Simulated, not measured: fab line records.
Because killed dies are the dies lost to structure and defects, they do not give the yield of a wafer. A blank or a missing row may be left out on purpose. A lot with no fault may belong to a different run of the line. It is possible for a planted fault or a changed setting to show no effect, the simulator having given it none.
Matching of chambers    flow gf180mcu    GF_V2_CVD_02 on pecvd-03 has 3 sister chambers
The step deposits SiO2 from TEOS, target thk 850 nm, time 94.851 s. 6 wafers are shown with their chamber, then 10 later ones without.

WAFERS PAIRED WITH THEIR CHAMBERS
wafer   chamber  heater-power-w (W)  rf-fwd-power-W (W)
L495.1  0        778                 599.1
L497.1  0        788                 596.1
L497.2  1        676                 598.7
L497.3  2        726                 598.0
L498.1  1        674                 596.0
L498.2  2        665                 593.8

WAFERS WHOSE CHAMBER IS MISSING
wafer   heater-power-w (W)  rf-fwd-power-W (W)
L498.3  827                 597.3
L506.2  616                 597.7
L506.3  769                 597.4
L506.4  691                 597.0
L510.1  678                 598.6
L510.3  722                 594.6
L510.6  777                 595.7
L511.1  750                 595.7
L511.2  637                 598.0
L511.5  673                 595.8

THE CHAMBER EACH PASSED THROUGH
wafer    from the rows above            in truth
L498.3   0                              0
L506.2   can't be placed: 1 or 2        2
L506.3   0                              0
L506.4   can't be placed: 2 or 1        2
L510.1   can't be placed: 1 or 2        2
L510.3   can't be placed: 2 or 1 or 0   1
L510.6   0                              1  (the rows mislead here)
L511.1   can't be placed: 0 or 2 or 1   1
L511.2   can't be placed: 1 or 2        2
L511.5   can't be placed: 1 or 2        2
2 of 10 placed correctly. Cannot be placed on the basis of these rows: 7; the candidates contain the true chamber in 7. Wrongly placed: 1.
How it was worked out, from the rows above alone: a wafer's distance from a chamber is the root of the sum, over the readings, of the square of ((its reading less the chamber's mean) divided by the reading's scatter). If the next closest chamber is less than 2 further off than the closest, the wafer can't be placed; otherwise it belongs to the closest. For every chamber, the mean is computed from those of its wafers that are shown. How the scatter is found: for the shown wafers, subtract from each reading the mean of its chamber, square and add these, divide the total by (wafers less chambers), then take the root.
